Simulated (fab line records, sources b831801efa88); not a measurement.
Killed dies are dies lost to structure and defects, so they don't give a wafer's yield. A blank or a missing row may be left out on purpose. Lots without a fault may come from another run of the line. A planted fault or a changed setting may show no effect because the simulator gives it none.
Chamber matching | flow gf180mcu | GF_V3_CVD_02 on pecvd-01: 3 sister chambers
The step deposits SiO2 from TEOS, target thk 850 nm, time 94.851 s. 6 wafers are shown with their chamber, then 8 later ones without.

WAFERS WITH THEIR CHAMBER
wafer  | chamber | heater_power_w (W)
L079.3 | 1       | 635
L081.6 | 0       | 704
L087.2 | 2       | 745
L087.3 | 1       | 759
L087.6 | 0       | 664
L089.1 | 2       | 722

WAFERS WITHOUT THEIR CHAMBER
wafer  | heater_power_w (W)
L089.4 | 691
L089.5 | 753
L090.2 | 687
L090.3 | 752
L090.4 | 681
L094.2 | 698
L094.4 | 728
L094.6 | 631

WHICH CHAMBER EACH WENT THROUGH
wafer  | from the rows above          | in truth
L089.4 | can't be placed: 1 or 0 or 2 | 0
L089.5 | can't be placed: 2 or 1 or 0 | 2
L090.2 | can't be placed: 0 or 1 or 2 | 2
L090.3 | can't be placed: 2 or 1 or 0 | 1
L090.4 | can't be placed: 0 or 1 or 2 | 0
L094.2 | can't be placed: 1 or 0 or 2 | 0
L094.4 | can't be placed: 2 or 1 or 0 | 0
L094.6 | can't be placed: 0 or 1 or 2 | 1
Placed correctly: 0 of 8. Can't be placed from these rows: 8 (the true chamber is among the candidates in 8). Placed wrongly: 0.
How it was worked out, from the rows above alone: a wafer's distance from a chamber is the root of the sum, over the readings, of the square of ((its reading less the chamber's mean) divided by the reading's scatter). The wafer belongs to the nearest chamber; if the next one is less than 2 further off, it can't be placed. A chamber's mean is the mean of its shown wafers. The scatter: the root of (the sum of the squares of (reading less its chamber's mean) over the shown wafers, divided by (wafers less chambers)).
